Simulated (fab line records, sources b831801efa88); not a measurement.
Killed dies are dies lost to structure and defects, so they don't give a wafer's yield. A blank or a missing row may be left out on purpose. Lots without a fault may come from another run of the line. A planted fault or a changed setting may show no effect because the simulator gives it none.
fab line records | flow gf180mcu
record lots=14 wafers=42 last_day=33
route steps=602 shown V4@498 MIM@506
lots that met no fault: from a run of the same line without faults
start_h: hours from the record's first day to the start of the lot's first wafer shown | wait_h: hours since the lot's step before | " the same as in the row above | L1.1+2: a row that stands for several wafers | - no value, or no start given | * or withheld: withheld | < > ~ a bound
route shown NAME@n: a module of which the file shows steps, and the number in the route of the first | usual: mean/standard deviation of fault-free wafers | same: alike in all rows | chamber/n: place in a boat | sites: the reading at each site | _std_site: their standard deviation | _edge_site: outer sites' mean less inner sites' | radius_mm: how far each site lies from the wafer's centre | mask NAME#n: copy n | behind: the tool/chamber that last shaped the wafer | hold: why the lot was held/for how many hours/how that ended | device: the transistor (n, p or np) that didn't switch | end of line: the same wafers' tests at the end of the route | a step without rows: its recipe alone | killed: dies lost to structure and defects at the first sort, not the wafer's yield | map: a wafer's dies, x killed, . not, _ none there
set.NAME: the setting as run; set.NAME@STEP: as run at that earlier step | model.NAME: the simulator's own value behind a step, which no gauge read
steps of the route over a sample of lots; a table a step, a row a wafer
services: from which hour (start_h, from the record's first day; less than 0 if before it) a tool's chamber was out of use, for how many hours, and why
## steps
# step GF_V4_SPUTTER_22
# recipe material=TiN target_thk_nm=10 chamber_pressure_pa=5 power_w=4000 time_s=40
# usual cathode_dc_power_W=3999.9/0.75 chamber_pressure_pa=5.000/0.01 throttle_valve_pct=30.3/1.2
# columns lot.wafer tool chamber start_h wait_h cathode_dc_power_W chamber_pressure_pa throttle_valve_pct
L333.2 pvd_sputter-03 - 553.67 0.0 3999.2 5.019 30.4
L333.3 " - " " 4001.1 5.011 30.9
L333.5 " - " " 3999.4 5.005 31.0
L335.1 pvd_sputter-02 - 579.28 0.0 4001.3 4.999 27.6
L335.3 " - " " 4000.3 4.996 31.5
L335.4 " - " " 3999.4 4.987 29.7
L336.4 pvd_sputter-03 - 582.78 0.0 3999.8 5.000 29.3
L336.5 " - " " 3999.8 4.995 30.4
L336.6 " - " " 4000.7 5.015 30.9
L340.1 pvd_sputter-03 - 625.57 0.0 4000.7 4.989 30.5
L340.3 " - " " 4000.6 5.007 31.4
L340.5 " - " " 3999.4 4.991 30.5
L341.3 pvd_sputter-01 - 630.92 0.0 4000.9 5.005 31.4
L341.4 " - " " 3999.6 5.014 30.9
L341.5 " - " " 4000.6 5.007 31.4
L342.2 pvd_sputter-02 - 649.66 0.0 3998.5 4.983 30.0
L342.4 " - " " 4000.3 5.021 31.5
L342.5 " - " " 4000.8 4.996 31.4
L343.2 pvd_sputter-02 - 657.46 0.0 3998.9 4.997 31.5
L343.5 " - " " 3998.5 4.992 30.0
L343.6 " - " " 4000.2 5.025 27.2
L346.2 pvd_sputter-02 - 668.93 0.0 3998.8 5.005 31.9
L346.4 " - " " 3999.6 5.001 29.9
L346.6 " - " " 4000.6 5.002 31.4
L345.1 pvd_sputter-03 - 668.94 0.0 3999.6 4.996 30.5
L345.3 " - " " 3998.9 5.007 31.1
L345.4 " - " " 4001.2 4.992 30.9
L350.1 pvd_sputter-01 - 695.92 0.0 3999.9 5.019 31.3
L350.2 " - " " 4000.9 5.003 29.6
L350.4 " - " " 4000.4 4.999 31.0
L352.4 pvd_sputter-02 - 704.27 0.0 4000.0 4.999 27.4
L352.5 " - " " 3999.7 5.029 31.4
L352.6 " - " " 4000.3 5.011 29.8
L353.2 pvd_sputter-02 - 712.28 0.0 3998.6 5.011 27.3
L353.3 " - " " 3999.8 5.022 31.5
L353.4 " - " " 3999.1 5.014 30.0
L354.2 pvd_sputter-02 - 722.80 0.0 4001.0 5.009 31.3
L354.4 " - " " 3999.4 5.004 27.3
L354.5 " - " " 4000.6 5.002 31.5
L355.2 pvd_sputter-03 - 725.61 0.0 4000.3 4.979 30.8
L355.3 " - " " 3999.3 5.008 30.7
L355.5 " - " " 3999.4 4.988 30.4
# step GF_MIM_SPUTTER_03
# recipe material=Ti target_thk_nm=10 substrate_temp_c=300 chamber_pressure_pa=0.3 power_w=3000 time_s=6.7
# usual cathode_dc_power_W=3000.0/0.56 chamber_pressure_pa=0.3000/0.00062 throttle_valve_pct=30.5/1.1
# columns lot.wafer tool chamber start_h wait_h cathode_dc_power_W chamber_pressure_pa throttle_valve_pct
L333.2 pvd_sputter-04 - 554.53 0.0 3000.8 0.2999 31.2
L333.3 " - " " 2999.4 0.2996 31.5
L333.5 " - " " 2999.6 0.2991 31.6
L335.1 pvd_sputter-03 - 580.07 0.0 2999.5 0.2996 30.6
L335.3 " - " " 3000.6 0.3001 30.5
L335.4 " - " " 3000.4 0.2999 29.3
L336.4 pvd_sputter-03 - 583.64 0.0 2999.8 0.3012 31.0
L336.5 " - " " 3000.4 0.2990 30.7
L336.6 " - " " 3000.3 0.2995 29.1
L340.1 pvd_sputter-02 - 626.36 0.0 2999.5 0.3004 31.6
L340.3 " - " " 2999.1 0.3002 29.8
L340.5 " - " " 2999.2 0.3002 31.6
L341.3 pvd_sputter-03 - 631.71 0.0 3000.0 0.2999 30.3
L341.4 " - " " 2999.7 0.3005 30.5
L341.5 " - " " 3000.1 0.3008 30.3
L342.2 pvd_sputter-04 - 650.45 0.0 3000.5 0.3006 31.3
L342.4 " - " " 2999.1 0.3000 29.6
L342.5 " - " " 3000.5 0.3008 30.4
L343.2 pvd_sputter-03 - 658.36 0.0 - - -
L343.5 " - " " - - -
L343.6 " - " " - - -
L346.2 pvd_sputter-04 - 669.72 0.0 - - -
L346.4 " - " " - - -
L346.6 " - " " - - -
L345.1 pvd_sputter-03 - 670.02 0.0 3000.7 0.3009 30.9
L345.3 " - " " 3000.3 0.3006 29.3
L345.4 " - " " 2999.6 0.2984 30.5
L350.1 pvd_sputter-04 - 696.82 0.0 3000.5 0.3009 29.3
L350.2 " - " " 3000.6 0.2997 31.5
L350.4 " - " " 2999.9 0.3007 29.3
L352.4 pvd_sputter-02 - 705.06 0.0 2999.6 0.2995 31.5
L352.5 " - " " 3000.2 0.3006 30.0
L352.6 " - " " 3000.1 0.2995 31.3
L353.2 pvd_sputter-03 - 713.07 0.0 3000.0 0.2983 30.6
L353.3 " - " " 3000.0 0.2996 30.9
L353.4 " - " " 2999.2 0.2995 30.1
L354.2 pvd_sputter-04 - 723.59 0.0 3000.2 0.3008 30.3
L354.4 " - " " 2999.8 0.2997 31.2
L354.5 " - " " 3000.3 0.2993 31.7
L355.2 pvd_sputter-02 - 726.41 0.0 2999.5 0.2994 27.4
L355.3 " - " " 3000.1 0.3004 31.3
L355.5 " - " " 2999.0 0.3003 31.3
# step GF_MIM_SPUTTER_09
# recipe material=TiN target_thk_nm=35 power_w=6500 time_s=29.2 chamber_pressure_pa=0.4
# usual cathode_dc_power_W=6499.8/1.3 chamber_pressure_pa=0.4000/0.00082 throttle_valve_pct=30.4/1.2
# columns lot.wafer tool chamber start_h wait_h cathode_dc_power_W chamber_pressure_pa throttle_valve_pct
L333.2 pvd_sputter-03 - 554.75 0.0 6499.7 0.3984 30.7
L333.3 " - " " 6500.2 0.3997 30.4
L333.5 " - " " 6501.0 0.4013 30.3
L335.1 pvd_sputter-04 - 580.29 0.0 6499.2 0.3998 31.6
L335.3 " - " " 6500.3 0.4009 31.0
L335.4 " - " " 6499.2 0.3998 30.3
L336.4 pvd_sputter-02 - 583.86 0.0 6500.9 0.3994 31.6
L336.5 " - " " 6501.4 0.3992 31.8
L336.6 " - " " 6499.4 0.4019 31.5
L340.1 pvd_sputter-03 - 626.58 0.0 6500.5 0.3997 29.1
L340.3 " - " " 6496.7 0.4011 30.5
L340.5 " - " " 6500.3 0.4009 30.5
L341.3 pvd_sputter-02 - 631.93 0.0 6499.3 0.4009 31.7
L341.4 " - " " 6498.7 0.3998 31.7
L341.5 " - " " 6499.7 0.4016 29.7
L342.2 pvd_sputter-03 - 650.69 0.0 6497.7 0.4015 29.2
L342.4 " - " " 6499.0 0.4007 30.4
L342.5 " - " " 6501.4 0.3999 30.5
L343.2 pvd_sputter-04 - 658.58 0.0 6500.5 0.3991 31.7
L343.5 " - " " 6498.7 0.4000 29.5
L343.6 " - " " 6501.2 0.3985 30.7
L346.2 pvd_sputter-02 - 669.94 0.0 6500.1 0.4006 29.6
L346.4 " - " " 6498.2 0.4007 31.5
L346.6 " - " " 6500.0 0.3984 31.7
L345.1 pvd_sputter-02 - 670.24 0.0 6502.0 0.4000 31.5
L345.3 " - " " 6501.8 0.3988 29.9
L345.4 " - " " 6499.3 0.3996 31.8
L350.1 pvd_sputter-03 - 697.04 0.0 6499.3 0.4007 30.6
L350.2 " - " " 6499.6 0.3991 30.3
L350.4 " - " " 6500.1 0.4014 31.0
L352.4 pvd_sputter-04 - 705.30 0.0 6498.4 0.4005 31.5
L352.5 " - " " 6499.3 0.3990 29.4
L352.6 " - " " 6500.3 0.3981 31.0
L353.2 pvd_sputter-02 - 713.29 0.0 6500.1 0.4003 29.9
L353.3 " - " " 6499.5 0.4002 31.6
L353.4 " - " " 6500.7 0.3983 27.5
L354.2 pvd_sputter-03 - 723.81 0.0 6500.8 0.3989 31.1
L354.4 " - " " 6499.6 0.3998 30.2
L354.5 " - " " 6499.9 0.3995 30.1
L355.2 pvd_sputter-03 - 726.64 0.0 6499.1 0.3998 30.7
L355.3 " - " " 6498.5 0.4011 29.2
L355.5 " - " " 6501.1 0.3992 31.1
## services
# columns tool chamber start_h hours kind
pvd_sputter-03 - 562.72 4.9 repair
pvd_sputter-04 - 574.91 3.3 repair
pvd_sputter-01 - 584.11 3.1 repair
pvd_sputter-04 - 598.76 6.2 repair
pvd_sputter-02 - 600.47 3.8 repair
pvd_sputter-01 - 635.58 1.7 repair
pvd_sputter-02 - 667.29 0.6 repair
pvd_sputter-03 - 694.33 2.5 repair
## key
first_sign step=GF_MIM_SPUTTER_03 reading=tool_record direction=missing
effect none on later readings
met_at GF_MIM_SPUTTER_03
struck_lots L343,L346
later_rows_left_out L343.2,L343.5,L343.6,L346.2,L346.4,L346.6
sort_left_out L343.2,L343.5,L343.6,L346.2,L346.4,L346.6
tester_left_out L346
not_acting_at GF_V4_SPUTTER_22,GF_MIM_SPUTTER_09
onset_between 650.45 658.36
earlier_fault kind=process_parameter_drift tool=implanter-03 chamber=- onset_h=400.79 steps=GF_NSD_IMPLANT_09 channel=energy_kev offset=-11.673 shape=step end_h=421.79 acts_in=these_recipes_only stated=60
fault kind=skipped_step_whole tool=pvd_sputter-03,pvd_sputter-04 chamber=- onset_h=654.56 steps=GF_MIM_SPUTTER_03 scope=struck_lots_only
# tester_left_out: of these lots the tester's yield and bins aren't shown, on N5 and GAA mostly nor the transistor test; their killed dies are dies lost to structure and defects alone, not to doping, threshold or leakage, so they don't give the yield
# sort_left_out: the simulated sort isn't trusted on such a fault, so these wafers' sort isn't shown, and their yield isn't known
# later_rows_left_out: the simulator's readings of these wafers behind a module that went badly wrong aren't trusted and aren't shown, but for the sort
